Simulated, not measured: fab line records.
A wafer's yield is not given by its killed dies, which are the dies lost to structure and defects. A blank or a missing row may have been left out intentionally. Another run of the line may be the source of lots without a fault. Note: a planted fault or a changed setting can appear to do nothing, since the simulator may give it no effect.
Which tool was responsible? :: flow sky130 :: Sampling: 13 lots, 39 wafers, 5 of 708 route steps

## WHAT THE GAUGES READ, wafer by wafer
SKY_PWDE_OVL_MEAS_07.
lot: L687
measured: day 4 11:25
on: overlay-02
PWDE_OVL (nm): 0.3 -1.5 1.6

lot: L688
measured: day 4 12:07
on: overlay-02
PWDE_OVL (nm): 0.6 -0.6 -0.7

lot: L692
measured: day 5 12:58
on: overlay-02
PWDE_OVL (nm): 2.1 0.7 0.2

lot: L695
measured: day 5 16:37
on: overlay-02
PWDE_OVL (nm): -0.6 -0.5 -0.4

lot: L696
measured: day 6 00:44
on: overlay-02
PWDE_OVL (nm): 1.6 2.5 1.7

lot: L697
measured: day 6 08:20
on: overlay-01
PWDE_OVL (nm): 0.1 0.2 0.8

lot: L701
measured: day 7 04:23
on: overlay-02
PWDE_OVL (nm): -0.3 -0.9 -0.1

lot: L702
measured: day 7 10:26
on: overlay-02
PWDE_OVL (nm): -0.3 0.1 -0.4

lot: L703
measured: day 7 16:41
on: overlay-01
PWDE_OVL (nm): 2.6 1.2 1.5

lot: L705
measured: day 8 02:04
on: overlay-01
PWDE_OVL (nm): 0.4 -1.0 0.5

lot: L706
measured: day 8 08:44
on: overlay-02
PWDE_OVL (nm): 0.3 -0.2 0.5

lot: L707
measured: day 8 19:20
on: overlay-01
PWDE_OVL (nm): 0.3 -1.0 -2.1

lot: L710
measured: day 9 07:05
on: overlay-02
PWDE_OVL (nm): -1.6 -1.6 -1.9

SKY_PWDE_TW_MEAS_10.
lot: L687
measured: day 4 11:42
on: film_metro-02
PWDE_TW: 378.6 376.4 378.0

lot: L688
measured: day 4 12:24
on: film_metro-01
PWDE_TW: 373.3 373.6 374.0

lot: L692
measured: day 5 13:16
on: film_metro-02
PWDE_TW: 376.6 374.0 376.7

lot: L695
measured: day 5 16:55
on: film_metro-02
PWDE_TW: 376.9 373.4 376.4

lot: L696
measured: day 6 01:02
on: film_metro-03
PWDE_TW: 377.6 378.2 377.2

lot: L697
measured: day 6 08:37
on: film_metro-01
PWDE_TW: 371.1 374.1 371.5

lot: L701
measured: day 7 04:40
on: film_metro-03
PWDE_TW: 381.2 379.7 379.7

lot: L702
measured: day 7 10:43
on: film_metro-02
PWDE_TW: 374.2 379.1 375.4

lot: L703
measured: day 7 16:58
on: film_metro-01
PWDE_TW: 368.8 373.4 371.2

lot: L705
measured: day 8 02:22
on: film_metro-01
PWDE_TW: 373.2 371.0 371.8

lot: L706
measured: day 8 09:01
on: film_metro-01
PWDE_TW: 371.9 372.7 371.5

lot: L707
measured: day 8 19:37
on: film_metro-01
PWDE_TW: 374.1 374.8 373.4

lot: L710
measured: day 9 07:25
on: film_metro-02
PWDE_TW: 378.0 375.5 378.9

SKY_VT_ADJUST_HVTR_CD_MEAS_07: target cd 380 nm.
lot: L687
measured: day 10 03:49
on: cd_sem-01
cd_nm (nm): 379.4 380.2 382.1

lot: L688
measured: day 10 04:35
on: cd_sem-02
cd_nm (nm): 381.6 383.5 378.5

lot: L692
measured: day 11 13:05
on: cd_sem-02
cd_nm (nm): 378.2 377.2 378.8

lot: L695
measured: day 11 20:03
on: cd_sem-02
cd_nm (nm): 377.8 378.0 380.1

lot: L696
measured: day 12 05:01
on: cd_sem-01
cd_nm (nm): 381.9 380.8 379.9

lot: L697
measured: day 12 15:23
on: cd_sem-02
cd_nm (nm): 376.2 376.5 375.0

lot: L701
measured: day 13 19:25
on: cd_sem-02
cd_nm (nm): 380.7 382.2 382.6

lot: L702
measured: day 14 04:05
on: cd_sem-01
cd_nm (nm): 384.6 382.2 384.4

lot: L703
measured: day 14 11:46
on: cd_sem-02
cd_nm (nm): 382.5 380.9 383.3

lot: L705
measured: day 14 22:21
on: cd_sem-02
cd_nm (nm): 382.0 381.0 381.1

lot: L706
measured: day 15 09:36
on: cd_sem-02
cd_nm (nm): 377.5 378.7 379.4

lot: L707
measured: day 15 23:45
on: cd_sem-01
cd_nm (nm): 384.0 384.6 384.1

lot: L710
measured: day 16 15:15
on: cd_sem-02
cd_nm (nm): 381.7 380.4 381.3

SKY_GATE_OXIDE_OVL_MEAS_10.
lot: L687
measured: day 14 14:14
on: overlay-01
GATE_OXIDE_OVL (nm): 1.8 -0.1 2.2

lot: L688
measured: day 14 14:19
on: overlay-02
GATE_OXIDE_OVL (nm): 1.8 -0.4 2.0

lot: L692
measured: day 16 06:59
on: overlay-01
GATE_OXIDE_OVL (nm): 2.4 1.8 1.5

lot: L695
measured: day 16 14:46
on: overlay-02
GATE_OXIDE_OVL (nm): 1.0 -1.3 1.5

lot: L696
measured: day 17 01:32
on: overlay-02
GATE_OXIDE_OVL (nm): 0.4 1.4 0.7

lot: L697
measured: day 17 12:38
on: overlay-02
GATE_OXIDE_OVL (nm): 2.0 2.4 3.1

lot: L701
measured: day 18 20:32
on: overlay-01
GATE_OXIDE_OVL (nm): - - -

lot: L702
measured: day 19 05:41
on: overlay-02
GATE_OXIDE_OVL (nm): - - -

lot: L703
measured: day 19 15:44
on: overlay-01
GATE_OXIDE_OVL (nm): - - -

lot: L705
measured: day 20 04:40
on: overlay-01
GATE_OXIDE_OVL (nm): 2.8 4.0 2.4

lot: L706
measured: day 20 13:53
on: overlay-01
GATE_OXIDE_OVL (nm): 2.3 4.0 2.1

lot: L707
measured: day 21 07:17
on: overlay-02
GATE_OXIDE_OVL (nm): 4.0 1.2 2.0

lot: L710
measured: day 22 00:22
on: overlay-02
GATE_OXIDE_OVL (nm): 0.6 -2.0 0.1

## EACH LOT AND THE TOOL THAT RAN IT (in order: tool; ch and the chambers of the sampled wafers; start)
lot: L687
SKY_GATE_OXIDE_COAT_05: litho_track-04 ch 0, day 14 01:46

lot: L688
SKY_GATE_OXIDE_COAT_05: litho_track-03 ch 0, day 14 01:50

lot: L692
SKY_GATE_OXIDE_COAT_05: litho_track-01 ch 0, day 15 17:07

lot: L695
SKY_GATE_OXIDE_COAT_05: litho_track-01 ch 0, day 15 23:49

lot: L696
SKY_GATE_OXIDE_COAT_05: litho_track-04 ch 0, day 16 11:40

lot: L697
SKY_GATE_OXIDE_COAT_05: litho_track-01 ch 0, day 16 22:11

lot: L701
SKY_GATE_OXIDE_COAT_05: litho_track-01, day 18 05:08

lot: L702
SKY_GATE_OXIDE_COAT_05: litho_track-03, day 18 13:50

lot: L703
SKY_GATE_OXIDE_COAT_05: litho_track-04, day 19 00:43

lot: L705
SKY_GATE_OXIDE_COAT_05: litho_track-01 ch 0, day 19 12:40

lot: L706
SKY_GATE_OXIDE_COAT_05: litho_track-01 ch 0, day 19 22:13

lot: L707
SKY_GATE_OXIDE_COAT_05: litho_track-03 ch 0, day 20 16:24

lot: L710
SKY_GATE_OXIDE_COAT_05: litho_track-04 ch 0, day 21 08:35
- SKY_GATE_OXIDE_COAT_05: resist thk 1140 nm.

## AS READ BY THE TOOLS THEMSELVES (means over the sampled wafers that have a number; for cases with no such wafer, the mark the record gives instead)
SKY_GATE_OXIDE_COAT_05.
lot: L687
tool: litho_track-04
chill_plate_temp_C (C): 23.01
dispense_pressure_kPa (kPa): 57
resist_line_temp_C (C): 22.98

lot: L688
tool: litho_track-03
chill_plate_temp_C (C): 22.87
dispense_pressure_kPa (kPa): 55
resist_line_temp_C (C): 23.03

lot: L692
tool: litho_track-01
chill_plate_temp_C (C): 22.92
dispense_pressure_kPa (kPa): 47
resist_line_temp_C (C): 22.93

lot: L695
tool: litho_track-01
chill_plate_temp_C (C): 22.96
dispense_pressure_kPa (kPa): 47
resist_line_temp_C (C): 22.97

lot: L696
tool: litho_track-04
chill_plate_temp_C (C): 23.06
dispense_pressure_kPa (kPa): 57
resist_line_temp_C (C): 22.99

lot: L697
tool: litho_track-01
chill_plate_temp_C (C): 22.96
dispense_pressure_kPa (kPa): 47
resist_line_temp_C (C): 22.95

lot: L701
tool: litho_track-01
chill_plate_temp_C (C): -
dispense_pressure_kPa (kPa): -
resist_line_temp_C (C): -

lot: L702
tool: litho_track-03
chill_plate_temp_C (C): -
dispense_pressure_kPa (kPa): -
resist_line_temp_C (C): -

lot: L703
tool: litho_track-04
chill_plate_temp_C (C): -
dispense_pressure_kPa (kPa): -
resist_line_temp_C (C): -

lot: L705
tool: litho_track-01
chill_plate_temp_C (C): 22.88
dispense_pressure_kPa (kPa): 47
resist_line_temp_C (C): 22.93

lot: L706
tool: litho_track-01
chill_plate_temp_C (C): 23.06
dispense_pressure_kPa (kPa): 47
resist_line_temp_C (C): 23.09

lot: L707
tool: litho_track-03
chill_plate_temp_C (C): 23.06
dispense_pressure_kPa (kPa): 55
resist_line_temp_C (C): 22.83

lot: L710
tool: litho_track-04
chill_plate_temp_C (C): 23.05
dispense_pressure_kPa (kPa): 57
resist_line_temp_C (C): 23.10

## THE ANSWER, worked out from the rows above alone
Rule: the usual values come from the lots themselves. The widest of any qualifying gaps counts: lots, ordered by their means at a reading, are off when they make up no more than a third of the lots, leave a main group of 4 or more, and stand apart from it by 3 or more times the standard deviation of that group's means. If all means in a main group match to the digits the tables above print for the reading, that group is not used. Also off: a lot with no number at a reading for which 4 or more lots have one. Where the step has rows for the other lots, those lots are counted as sound. The gauges are gone through in route order, then the tools' own readings, and for those a lot's mean is taken as printed above. At the first step where some lot is off, the reading lying furthest off is the one used; lots without a number count as furthest.
Off: L701, L702, L703, at SKY_GATE_OXIDE_OVL_MEAS_10 (GATE_OXIDE_OVL). Without a number there: L701, L702, L703. Mean 1.6 nm and standard deviation 1.1 in the main group.
A tool fits if, at a process step before that reading, it ran every lot that is off, and no sound lot after the first of them. The gauges at SKY_GATE_OXIDE_OVL_MEAS_10 aren't tried: what is off there is off at SKY_GATE_OXIDE_COAT_05 too, on other tools, and a gauge's error can't cause that. None of those tried fits.

## WHAT WAS PUT IN BY THE SIMULATOR
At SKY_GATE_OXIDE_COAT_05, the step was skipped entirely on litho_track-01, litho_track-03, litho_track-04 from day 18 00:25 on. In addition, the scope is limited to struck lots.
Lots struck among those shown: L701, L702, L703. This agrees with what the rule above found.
